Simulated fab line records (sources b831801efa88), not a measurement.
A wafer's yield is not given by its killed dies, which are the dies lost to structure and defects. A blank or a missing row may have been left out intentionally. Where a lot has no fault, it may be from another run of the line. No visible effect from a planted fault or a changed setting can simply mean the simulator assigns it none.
fab line records	flow gf180mcu	part 1 of 2: steps 1 to 26 of 36
record lots=5	wafers=15	last-day=33
route steps=602 shown LVPWELL@64 MVSD@66 MVPSD@78 VT_IMPLANT@90
lots that met no fault: from a run of the same line without faults
start-h: start of the lot's first displayed wafer, in hours after the record's first day	wait-h: hours from the lot's prior step to this one	" the same as in the row above	L1.1+2: several wafers, shown together as one row	- value missing, or start not given	* or withheld: withheld	< > ~ a bound
route shown NAME@n: a module of which the file shows steps, and the number in the route of the first	usual: the fault-free wafers' mean and standard deviation	same: alike in all rows	chamber/n: place in a boat	sites: each site's reading	_std_site: the values' standard deviation	_edge_site: inner sites' mean taken away from outer sites' mean	radius-mm: how far each site lies from the wafer's centre	mask NAME#n: copy n	behind: the most recent tool/chamber to have shaped the wafer	hold: reason for holding the lot/hours on hold/outcome of the hold	device: which transistor (n, p or np) failed to switch	end of line: at the end of the route, the tests of the same wafers	a step without rows: its recipe alone	killed: not the wafer's yield, but the dies lost to structure and defects at the first sort	map: dies across one wafer; x = killed, . = not, _ = none there
set.NAME: the run value of the setting; set.NAME@STEP: its run value at that earlier step	model.NAME: the simulator's own value behind a step, which no gauge read
lots at selected steps of the route; one table per step, one row per wafer
services: from which hour (start-h, from the record's first day; less than 0 if before it) a tool's chamber was out of use, for how many hours, and why
## steps
# step GF_LVPWELL_STRIP_10
# recipe chemistry=O2/N2	power-w=1400	pressure-mtorr=1500	platen-temp-c=250	o2-flow-sccm=3000	n2-flow-sccm=300	overash-fraction=0.5
# usual drypump-motor-current-A=5.4/0.32	heater-power-w=346/49	oes-product-au=0.723/0.0043	platen-temp-c=250.02/0.19	strip-time-to-endpoint-s=36.94/0.11
lot.wafer	tool	chamber	start-h	wait-h	drypump-motor-current-A	heater-power-w	oes-product-au	platen-temp-c	rf-hours-counter-h	strip-time-to-endpoint-s
L077.2	plasma-asher-02	1	89.61	0.1	5.8	342	0.720	249.93	45	36.84
L077.3	"	1	"	"	5.8	338	0.728	250.19	-	36.86
L077.5	"	1	"	"	5.8	340	0.723	249.92	-	36.87
L078.2	plasma-asher-04	1	90.46	0.1	4.9	325	0.726	250.26	27	36.95
L078.4	"	0	"	"	5.5	381	0.726	249.96	-	36.85
L078.5	"	0	"	"	5.5	391	0.728	249.93	-	36.92
L085.2	plasma-asher-03	1	133.46	0.1	5.4	328	0.717	249.91	2	36.74
L085.4	"	0	"	"	5.0	436	0.726	250.11	-	36.90
L085.5	"	0	"	"	5.1	425	0.724	249.88	-	36.88
L086.3	plasma-asher-02	1	134.49	0.1	5.8	343	0.722	249.92	-	36.77
L086.5	"	1	"	"	5.7	341	0.727	250.17	-	36.74
L086.6	"	0	"	"	5.6	278	0.717	250.00	-	36.71
L094.3	plasma-asher-02	0	181.14	0.1	5.7	276	0.727	250.05	-	36.95
L094.4	"	1	"	"	5.8	340	0.716	249.91	-	36.82
L094.6	"	1	"	"	5.8	346	0.714	249.87	-	36.90
# step GF_LVPWELL_TW_MEAS_11
# usual LVPWELL_TW=556.4/2.5
lot.wafer	tool	chamber	start-h	wait-h	LVPWELL_TW
L077.2	film-metro-04	-	89.72	0.1	552.1
L077.3	"	-	"	"	552.4
L077.5	"	-	"	"	554.1
L078.2	film-metro-01	-	90.57	0.1	559.1
L078.4	"	-	"	"	562.6
L078.5	"	-	"	"	559.5
L085.2	film-metro-03	-	133.57	0.1	558.5
L085.4	"	-	"	"	555.2
L085.5	"	-	"	"	554.3
L086.3	film-metro-04	-	134.58	0.1	555.4
L086.5	"	-	"	"	551.2
L086.6	"	-	"	"	550.3
L094.3	film-metro-03	-	181.23	0.1	557.9
L094.4	"	-	"	"	555.1
L094.6	"	-	"	"	557.8
# step GF_MVSD_DEHYDRATE_00
# recipe temp-c=200	time-s=60
# usual plate-temp-C=199.97/0.16
lot.wafer	tool	chamber	start-h	wait-h	plate-temp-C
L077.2	litho-track-01	0	96.15	6.4	199.77
L077.3	"	0	"	"	199.58
L077.5	"	0	"	"	199.89
L078.2	litho-track-01	0	96.80	6.2	200.21
L078.4	"	0	"	"	200.16
L078.5	"	0	"	"	200.00
L085.2	litho-track-02	0	140.54	7.0	200.10
L085.4	"	0	"	"	199.93
L085.5	"	0	"	"	200.11
L086.3	litho-track-01	0	141.67	7.1	200.10
L086.5	"	0	"	"	199.91
L086.6	"	0	"	"	200.20
L094.3	litho-track-02	0	188.87	7.6	200.08
L094.4	"	0	"	"	200.01
L094.6	"	0	"	"	200.05
# step GF_MVSD_HMDS_01
# recipe prime-time-s=60	prime-temp-c=120
lot.wafer	tool	chamber	start-h	wait-h
L077.2+3+5	litho-track-01	0	96.30	0.1
L078.2+4+5	litho-track-01	0	96.95	0.1
L085.2+4+5	litho-track-02	0	140.69	0.1
L086.3+5+6	litho-track-01	0	141.82	0.1
L094.3+4+6	litho-track-02	0	189.02	0.1
# step GF_MVSD_COAT_02
# recipe spin-rpm=2000	resist-thk-nm=3000
lot.wafer	tool	chamber	start-h	wait-h
L077.2+3+5	litho-track-01	0	96.45	0.1
L078.2+4+5	litho-track-01	0	97.10	0.1
L085.2+4+5	litho-track-02	0	140.84	0.1
L086.3+5+6	litho-track-01	0	141.97	0.1
L094.3+4+6	litho-track-02	0	189.17	0.1
# step GF_MVSD_SOFTBAKE_03
# recipe temp-c=110	time-s=withheld
# usual plate-temp-C=109.98/0.13
lot.wafer	tool	chamber	start-h	wait-h	plate-temp-C
L077.2	litho-track-01	0	96.61	0.1	110.01
L077.3	"	0	"	"	110.03
L077.5	"	0	"	"	110.09
L078.2	litho-track-01	0	97.26	0.1	109.88
L078.4	"	0	"	"	110.10
L078.5	"	0	"	"	110.04
L085.2	litho-track-02	0	141.00	0.1	109.81
L085.4	"	0	"	"	109.79
L085.5	"	0	"	"	109.90
L086.3	litho-track-01	0	142.14	0.1	109.77
L086.5	"	0	"	"	109.87
L086.6	"	0	"	"	109.94
L094.3	litho-track-02	0	189.33	0.1	109.86
L094.4	"	0	"	"	109.99
L094.6	"	0	"	"	109.79
# step GF_MVSD_EXPOSE_04
# recipe mask-id=MVSD	target-cd-nm=1000	na=0.6	source-shape=conventional	sigma-outer=0.6	dose-mj=260
# usual exposure-dose-mJ-cm2=259.99/0.27	reticle-temp-C=22.98/0.11
lot.wafer	tool	chamber	start-h	wait-h	mask	exposure-dose-mJ-cm2	reticle-temp-C
L077.2	iline-stepper-02	0	-	-	MVSD#0	260.12	22.93
L077.3	"	0	"	"	MVSD#0	259.99	23.00
L077.5	"	0	"	"	MVSD#0	259.98	22.93
L078.2	iline-stepper-02	0	-	-	MVSD#0	259.95	23.00
L078.4	"	0	"	"	MVSD#0	260.00	23.07
L078.5	"	0	"	"	MVSD#0	260.04	23.02
L085.2	iline-stepper-01	0	-	-	MVSD#0	260.46	22.88
L085.4	"	0	"	"	MVSD#0	259.96	22.91
L085.5	"	0	"	"	MVSD#0	259.86	22.95
L086.3	iline-stepper-02	0	-	-	MVSD#0	259.87	22.86
L086.5	"	0	"	"	MVSD#0	259.52	22.85
L086.6	"	0	"	"	MVSD#0	259.72	22.93
L094.3	iline-stepper-02	0	-	-	MVSD#0	260.19	22.95
L094.4	"	0	"	"	MVSD#0	260.29	23.02
L094.6	"	0	"	"	MVSD#0	259.91	23.00
# step GF_MVSD_PEB_05
# recipe temp-c=115	time-s=withheld
# usual plate-temp-C=114.98/0.13
lot.wafer	tool	chamber	start-h	wait-h	plate-temp-C
L077.2	litho-track-01	0	-	-	114.95
L077.3	"	0	"	"	115.10
L077.5	"	0	"	"	114.86
L078.2	litho-track-01	0	-	-	114.86
L078.4	"	0	"	"	114.86
L078.5	"	0	"	"	114.83
L085.2	litho-track-02	0	-	-	115.16
L085.4	"	0	"	"	114.99
L085.5	"	0	"	"	115.01
L086.3	litho-track-01	0	-	-	114.92
L086.5	"	0	"	"	114.94
L086.6	"	0	"	"	114.93
L094.3	litho-track-02	0	-	-	114.82
L094.4	"	0	"	"	115.01
L094.6	"	0	"	"	114.89
# step GF_MVSD_DEVELOP_06
# recipe wall-angle-deg=90	develop-time-s=60	dev-temp-c=23
lot.wafer	tool	chamber	start-h	wait-h
L077.2+3+5	litho-track-01	0	-	-
L078.2+4+5	litho-track-01	0	-	-
L085.2+4+5	litho-track-02	0	-	-
L086.3+5+6	litho-track-01	0	-	-
L094.3+4+6	litho-track-02	0	-	-
# step GF_MVSD_OVL_MEAS_07
# usual MVSD_OVL=-0.8/1.6
lot.wafer	tool	chamber	start-h	wait-h	MVSD_OVL[nm]
L077.2	overlay-02	-	103.73	-	-0.8
L077.3	"	-	"	"	-1.2
L077.5	"	-	"	"	1.5
L078.2	overlay-01	-	104.43	-	-0.7
L078.4	"	-	"	"	-3.2
L078.5	"	-	"	"	-1.7
L085.2	overlay-02	-	148.72	-	2.1
L085.4	"	-	"	"	-0.1
L085.5	"	-	"	"	-1.0
L086.3	overlay-01	-	150.28	-	0.5
L086.5	"	-	"	"	-1.1
L086.6	"	-	"	"	1.1
L094.3	overlay-02	-	197.73	-	-1.9
L094.4	"	-	"	"	-1.8
L094.6	"	-	"	"	-3.0
# step GF_MVSD_IMPLANT_08
# recipe species=P	energy-kev=400	dose-cm2=1.6e+13	tilt-deg=0
# usual end-station-pressure-torr=5.15e-06/2.8e-07
lot.wafer	tool	chamber	start-h	wait-h	end-station-pressure-torr
L077.2	implanter-01	0	103.78	0.0	4.76e-06
L077.3	"	0	"	"	5.77e-06
L077.5	"	0	"	"	5.19e-06
L078.2	implanter-04	0	104.48	0.0	5.18e-06
L078.4	"	0	"	"	5.3e-06
L078.5	"	0	"	"	4.89e-06
L085.2	implanter-01	0	148.78	0.0	5.19e-06
L085.4	"	0	"	"	5.05e-06
L085.5	"	0	"	"	5.08e-06
L086.3	implanter-03	0	150.36	0.1	4.4e-06
L086.5	"	0	"	"	5.02e-06
L086.6	"	0	"	"	5.38e-06
L094.3	implanter-03	0	197.80	0.1	5.29e-06
L094.4	"	0	"	"	5.14e-06
L094.6	"	0	"	"	4.5e-06
# step GF_MVSD_IMPLANT_09
# recipe species=P	energy-kev=100	dose-cm2=5e+12	tilt-deg=0
# usual end-station-pressure-torr=4.98e-06/2.7e-07
lot.wafer	tool	chamber	start-h	wait-h	end-station-pressure-torr
L077.2	implanter-01	0	103.93	0.1	4.78e-06
L077.3	"	0	"	"	4.93e-06
L077.5	"	0	"	"	4.62e-06
L078.2	implanter-04	0	104.63	0.1	4.99e-06
L078.4	"	0	"	"	5.01e-06
L078.5	"	0	"	"	4.63e-06
L085.2	implanter-01	0	148.93	0.1	5.3e-06
L085.4	"	0	"	"	5.25e-06
L085.5	"	0	"	"	4.63e-06
L086.3	implanter-03	0	150.51	0.1	4.75e-06
L086.5	"	0	"	"	4.59e-06
L086.6	"	0	"	"	4.73e-06
L094.3	implanter-03	0	197.95	0.1	4.85e-06
L094.4	"	0	"	"	4.68e-06
L094.6	"	0	"	"	5.43e-06
# step GF_MVSD_STRIP_10
# recipe chemistry=O2/N2	power-w=1400	pressure-mtorr=1500	platen-temp-c=250	o2-flow-sccm=3000	n2-flow-sccm=300	overash-fraction=0.5
# usual drypump-motor-current-A=5.5/0.43	heater-power-w=352/47	oes-product-au=0.722/0.0045	platen-temp-c=249.99/0.18	strip-time-to-endpoint-s=36.96/0.11
lot.wafer	tool	chamber	start-h	wait-h	drypump-motor-current-A	heater-power-w	oes-product-au	platen-temp-c	rf-hours-counter-h	strip-time-to-endpoint-s
L077.2	plasma-asher-01	0	104.06	0.1	5.9	345	0.722	250.32	46	37.02
L077.3	"	1	"	"	6.1	287	0.718	250.09	-	37.11
L077.5	"	0	"	"	5.9	345	0.720	249.78	-	36.97
L078.2	plasma-asher-01	1	104.76	0.1	6.1	296	0.727	249.87	46	36.95
L078.4	"	1	"	"	6.0	290	0.718	250.26	-	37.15
L078.5	"	1	"	"	6.1	296	0.724	249.83	-	37.04
L085.2	plasma-asher-03	0	149.05	0.1	5.0	440	0.726	249.91	3	36.98
L085.4	"	1	"	"	5.4	322	0.720	249.98	-	36.99
L085.5	"	0	"	"	5.0	430	0.720	249.63	-	36.92
L086.3	plasma-asher-01	1	150.64	0.1	6.0	300	0.719	249.79	-	36.88
L086.5	"	1	"	"	6.0	305	0.723	249.71	-	36.87
L086.6	"	0	"	"	5.9	351	0.709	249.91	-	36.92
L094.3	plasma-asher-03	0	198.09	0.1	5.0	438	0.719	250.03	-	36.76
L094.4	"	1	"	"	5.4	327	0.721	250.04	-	36.82
L094.6	"	0	"	"	5.0	433	0.717	249.90	-	36.79
# step GF_MVSD_TW_MEAS_11
# usual MVSD_TW=1572/6.3
lot.wafer	tool	chamber	start-h	wait-h	MVSD_TW
L077.2	film-metro-01	-	104.17	0.1	1570
L077.3	"	-	"	"	1578
L077.5	"	-	"	"	1578
L078.2	film-metro-03	-	104.87	0.1	1571
L078.4	"	-	"	"	1578
L078.5	"	-	"	"	1575
L085.2	film-metro-03	-	149.16	0.1	1578
L085.4	"	-	"	"	1578
L085.5	"	-	"	"	1580
L086.3	film-metro-01	-	150.73	0.1	1575
L086.5	"	-	"	"	1568
L086.6	"	-	"	"	1576
L094.3	film-metro-03	-	198.17	0.1	1571
L094.4	"	-	"	"	1569
L094.6	"	-	"	"	1570
# step GF_MVPSD_DEHYDRATE_00
# recipe temp-c=200	time-s=60
# usual plate-temp-C=199.99/0.17
lot.wafer	tool	chamber	start-h	wait-h	plate-temp-C
L077.2	litho-track-03	0	110.95	6.8	199.80
L077.3	"	0	"	"	199.94
L077.5	"	0	"	"	199.57
L078.2	litho-track-01	0	111.40	6.5	200.20
L078.4	"	0	"	"	199.92
L078.5	"	0	"	"	200.27
L085.2	litho-track-02	0	156.19	7.0	200.19
L085.4	"	0	"	"	200.20
L085.5	"	0	"	"	199.87
L086.3	litho-track-03	0	157.87	7.1	199.68
L086.5	"	0	"	"	199.76
L086.6	"	0	"	"	199.82
L094.3	litho-track-02	0	206.47	8.3	200.13
L094.4	"	0	"	"	200.17
L094.6	"	0	"	"	200.22
# step GF_MVPSD_HMDS_01
# recipe prime-time-s=60	prime-temp-c=120
lot.wafer	tool	chamber	start-h	wait-h
L077.2+3+5	litho-track-03	0	111.10	0.1
L078.2+4+5	litho-track-01	0	111.55	0.1
L085.2+4+5	litho-track-02	0	156.34	0.1
L086.3+5+6	litho-track-03	0	158.02	0.1
L094.3+4+6	litho-track-02	0	206.62	0.1
# step GF_MVPSD_COAT_02
# recipe spin-rpm=2000	resist-thk-nm=3000
lot.wafer	tool	chamber	start-h	wait-h
L077.2+3+5	litho-track-03	0	111.25	0.1
L078.2+4+5	litho-track-01	0	111.70	0.1
L085.2+4+5	litho-track-02	0	156.49	0.1
L086.3+5+6	litho-track-03	0	158.17	0.1
L094.3+4+6	litho-track-02	0	206.77	0.1
# step GF_MVPSD_SOFTBAKE_03
# recipe temp-c=110	time-s=withheld
# usual plate-temp-C=110.00/0.13
lot.wafer	tool	chamber	start-h	wait-h	plate-temp-C
L077.2	litho-track-03	0	111.41	0.1	110.20
L077.3	"	0	"	"	110.00
L077.5	"	0	"	"	110.29
L078.2	litho-track-01	0	111.86	0.1	110.13
L078.4	"	0	"	"	109.86
L078.5	"	0	"	"	110.15
L085.2	litho-track-02	0	156.65	0.1	110.10
L085.4	"	0	"	"	110.05
L085.5	"	0	"	"	110.15
L086.3	litho-track-03	0	158.34	0.1	109.86
L086.5	"	0	"	"	110.05
L086.6	"	0	"	"	109.91
L094.3	litho-track-02	0	206.93	0.1	110.16
L094.4	"	0	"	"	110.05
L094.6	"	0	"	"	110.05
# step GF_MVPSD_EXPOSE_04
# recipe mask-id=MVPSD	target-cd-nm=1000	na=0.6	source-shape=conventional	sigma-outer=0.6	dose-mj=260
# usual exposure-dose-mJ-cm2=259.95/0.25	reticle-temp-C=22.99/0.1
lot.wafer	tool	chamber	start-h	wait-h	mask	exposure-dose-mJ-cm2	reticle-temp-C
L077.2	iline-stepper-02	0	-	-	MVPSD#0	260.07	23.12
L077.3	"	0	"	"	MVPSD#0	260.37	23.14
L077.5	"	0	"	"	MVPSD#0	260.20	23.09
L078.2	iline-stepper-01	0	-	-	MVPSD#0	259.68	23.13
L078.4	"	0	"	"	MVPSD#0	259.70	22.99
L078.5	"	0	"	"	MVPSD#0	259.94	22.90
L085.2	iline-stepper-02	0	-	-	MVPSD#0	259.72	22.98
L085.4	"	0	"	"	MVPSD#0	260.07	23.12
L085.5	"	0	"	"	MVPSD#0	259.88	23.05
L086.3	iline-stepper-02	0	-	-	MVPSD#0	260.17	23.16
L086.5	"	0	"	"	MVPSD#0	260.01	23.19
L086.6	"	0	"	"	MVPSD#0	260.00	23.14
L094.3	iline-stepper-01	0	-	-	MVPSD#0	260.18	22.93
L094.4	"	0	"	"	MVPSD#0	260.47	22.87
L094.6	"	0	"	"	MVPSD#0	260.24	23.00
# step GF_MVPSD_PEB_05
# recipe temp-c=115	time-s=withheld
# usual plate-temp-C=115.00/0.13
lot.wafer	tool	chamber	start-h	wait-h	plate-temp-C
L077.2	litho-track-03	0	-	-	114.94
L077.3	"	0	"	"	115.07
L077.5	"	0	"	"	114.92
L078.2	litho-track-02	0	-	-	115.02
L078.4	"	0	"	"	115.04
L078.5	"	0	"	"	114.97
L085.2	litho-track-01	0	-	-	114.76
L085.4	"	0	"	"	114.93
L085.5	"	0	"	"	114.96
L086.3	litho-track-03	0	-	-	114.92
L086.5	"	0	"	"	114.98
L086.6	"	0	"	"	115.01
L094.3	litho-track-01	0	-	-	115.03
L094.4	"	0	"	"	115.13
L094.6	"	0	"	"	114.99
# step GF_MVPSD_DEVELOP_06
# recipe wall-angle-deg=90	develop-time-s=60	dev-temp-c=23
lot.wafer	tool	chamber	start-h	wait-h
L077.2+3+5	litho-track-03	0	-	-
L078.2+4+5	litho-track-02	0	-	-
L085.2+4+5	litho-track-01	0	-	-
L086.3+5+6	litho-track-03	0	-	-
L094.3+4+6	litho-track-01	0	-	-
# step GF_MVPSD_OVL_MEAS_07
# usual MVPSD_OVL=0.1/1.4
lot.wafer	tool	chamber	start-h	wait-h	MVPSD_OVL[nm]
L077.2	overlay-01	-	118.73	-	1.2
L077.3	"	-	"	"	-0.9
L077.5	"	-	"	"	0.9
L078.2	overlay-02	-	118.87	-	2.4
L078.4	"	-	"	"	1.4
L078.5	"	-	"	"	-0.6
L085.2	overlay-01	-	164.28	-	0.4
L085.4	"	-	"	"	1.1
L085.5	"	-	"	"	0.3
L086.3	overlay-01	-	166.44	-	-1.1
L086.5	"	-	"	"	-0.3
L086.6	"	-	"	"	1.9
L094.3	overlay-01	-	214.73	-	-1.0
L094.4	"	-	"	"	-1.7
L094.6	"	-	"	"	-1.4
# step GF_MVPSD_IMPLANT_08
# recipe species=B	energy-kev=170	dose-cm2=1.5e+13	tilt-deg=0
# usual end-station-pressure-torr=5.06e-06/2.6e-07
lot.wafer	tool	chamber	start-h	wait-h	end-station-pressure-torr
L077.2	implanter-03	0	118.79	0.0	4.99e-06
L077.3	"	0	"	"	4.93e-06
L077.5	"	0	"	"	4.86e-06
L078.2	implanter-02	0	118.93	0.0	5.02e-06
L078.4	"	0	"	"	4.91e-06
L078.5	"	0	"	"	5.46e-06
L085.2	implanter-01	0	164.33	0.0	5e-06
L085.4	"	0	"	"	5.14e-06
L085.5	"	0	"	"	4.93e-06
L086.3	implanter-03	0	166.51	0.1	5.42e-06
L086.5	"	0	"	"	5.12e-06
L086.6	"	0	"	"	5.2e-06
L094.3	implanter-02	0	214.81	0.1	5.1e-06
L094.4	"	0	"	"	4.96e-06
L094.6	"	0	"	"	5.18e-06
# step GF_MVPSD_IMPLANT_09
# recipe species=B	energy-kev=40	dose-cm2=5e+12	tilt-deg=0
# usual end-station-pressure-torr=4.98e-06/2.8e-07
lot.wafer	tool	chamber	start-h	wait-h	end-station-pressure-torr
L077.2	implanter-03	0	118.94	0.1	4.67e-06
L077.3	"	0	"	"	5.22e-06
L077.5	"	0	"	"	4.73e-06
L078.2	implanter-02	0	119.08	0.1	4.86e-06
L078.4	"	0	"	"	5.02e-06
L078.5	"	0	"	"	4.79e-06
L085.2	implanter-01	0	164.48	0.1	5.08e-06
L085.4	"	0	"	"	4.68e-06
L085.5	"	0	"	"	4.97e-06
L086.3	implanter-03	0	166.66	0.1	5.15e-06
L086.5	"	0	"	"	4.82e-06
L086.6	"	0	"	"	5.03e-06
L094.3	implanter-02	0	214.96	0.1	4.98e-06
L094.4	"	0	"	"	5.38e-06
L094.6	"	0	"	"	4.73e-06
# step GF_MVPSD_STRIP_10
# recipe chemistry=O2/N2	power-w=1400	pressure-mtorr=1500	platen-temp-c=250	o2-flow-sccm=3000	n2-flow-sccm=300	overash-fraction=0.5
# usual drypump-motor-current-A=5.5/0.35	heater-power-w=345/55	oes-product-au=0.723/0.0048	platen-temp-c=250.03/0.18	strip-time-to-endpoint-s=36.98/0.099
lot.wafer	tool	chamber	start-h	wait-h	drypump-motor-current-A	heater-power-w	oes-product-au	platen-temp-c	rf-hours-counter-h	strip-time-to-endpoint-s
L077.2	plasma-asher-01	1	119.06	0.1	6.0	294	0.723	250.13	48	37.11
L077.3	"	1	"	"	6.1	297	0.723	250.10	-	37.00
L077.5	"	0	"	"	5.9	342	0.727	250.03	-	37.03
L078.2	plasma-asher-03	0	119.20	0.1	5.0	441	0.725	250.21	0	36.96
L078.4	"	0	"	"	5.0	456	0.721	250.33	-	37.10
L078.5	"	0	"	"	5.0	433	0.715	249.98	-	37.04
L085.2	plasma-asher-01	1	164.61	0.1	6.0	297	0.721	250.28	53	37.04
L085.4	"	0	"	"	6.0	349	0.712	250.03	-	37.03
L085.5	"	1	"	"	6.0	292	0.722	249.92	-	37.10
L086.3	plasma-asher-03	0	166.79	0.1	5.1	419	0.723	250.30	-	36.75
L086.5	"	0	"	"	5.0	428	0.721	250.39	-	36.80
L086.6	"	1	"	"	5.4	329	0.725	250.02	-	36.66
L094.3	plasma-asher-03	0	215.09	0.1	5.0	441	0.720	249.76	-	37.02
L094.4	"	1	"	"	5.4	325	0.727	249.92	-	37.01
L094.6	"	0	"	"	5.0	440	0.721	249.88	-	37.02
# step GF_MVPSD_TW_MEAS_11
# usual MVPSD_TW=549.9/2.7
lot.wafer	tool	chamber	start-h	wait-h	MVPSD_TW
L077.2	film-metro-04	-	119.17	0.1	544.9
L077.3	"	-	"	"	548.5
L077.5	"	-	"	"	546.5
L078.2	film-metro-01	-	119.31	0.1	552.6
L078.4	"	-	"	"	554.3
L078.5	"	-	"	"	552.1
L085.2	film-metro-04	-	164.72	0.1	547.6
L085.4	"	-	"	"	551.8
L085.5	"	-	"	"	553.4
L086.3	film-metro-03	-	166.88	0.1	550.0
L086.5	"	-	"	"	551.0
L086.6	"	-	"	"	556.2
L094.3	film-metro-04	-	215.18	0.1	551.3
L094.4	"	-	"	"	552.8
L094.6	"	-	"	"	550.8
